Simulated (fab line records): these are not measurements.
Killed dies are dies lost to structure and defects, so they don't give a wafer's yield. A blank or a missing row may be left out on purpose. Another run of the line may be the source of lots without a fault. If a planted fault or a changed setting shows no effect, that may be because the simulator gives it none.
What tool caused it?	flow gf180mcu	Sampling: 12 lots, 36 wafers, 2 of 602 route steps

WHAT EACH GAUGE READ, for each wafer
GF_V3_BOW_MEAS_05.
lot	measured	on	V3_BOW (um)
L075	day 21 12:45	film metro-02	124 102 98
L077	day 22 15:32	film metro-02	119 114 116
L079	day 23 08:01	film metro-03	115 114 123
L080	day 24 03:00	film metro-02	101 115 118
L083	day 24 17:13	film metro-01	105 122 130
L085	day 25 09:49	film metro-02	126 118 118
L087	day 26 04:18	film metro-01	112 143 115
L089	day 26 14:39	film metro-02	123 124 128
L091	day 27 04:01	film metro-03	118 124 117
L093	day 27 15:59	film metro-02	113 103 114
L095	day 28 11:47	film metro-02	125 125 130
L097	day 28 19:40	film metro-02	116 120 116

EACH LOT AND THE TOOL THAT RAN IT (in order: tool; ch and the chambers of the sampled wafers; start)
lot	GF_CONTACT_STRIP_18
L075	plasma asher-03 ch 0,1, day 16 05:43
L077	plasma asher-01 ch 0,1, day 17 06:40
L079	plasma asher-01 ch 0,1, day 17 23:37
L080	plasma asher-03 ch 0,1, day 18 19:55
L083	plasma asher-01 ch 0,1, day 19 12:31
L085	plasma asher-01 ch 0,1, day 20 06:31
L087	plasma asher-04 ch 0,1, day 21 02:41
L089	plasma asher-04 ch 0, day 21 16:37
L091	plasma asher-03 ch 0,1, day 22 07:09
L093	plasma asher-04 ch 0,1, day 22 20:33
L095	plasma asher-03 ch 0,1, day 23 17:45
L097	plasma asher-04 ch 0,1, day 24 05:06
- GF_CONTACT_STRIP_18: strips in O2/N2.

THE ANSWER, worked out from the rows above alone
Rule: what is usual is taken from the lots themselves. Put in order of their means at a reading, lots are off if they are a third of the lots or fewer, leave a main group of 4 or more, and stand apart from it by a gap of 3 or more times the standard deviation of the main group's means; of several such gaps the widest counts. If all means in a main group match to the digits the tables above print for the reading, that group is not used. Also off: a lot with no number at a reading for which 4 or more lots have one. All remaining lots with rows at the step are treated as sound.
Across all readings shown, no lot is off: no conclusion can be drawn from this.

WHAT THE SIMULATOR HAD INSERTED
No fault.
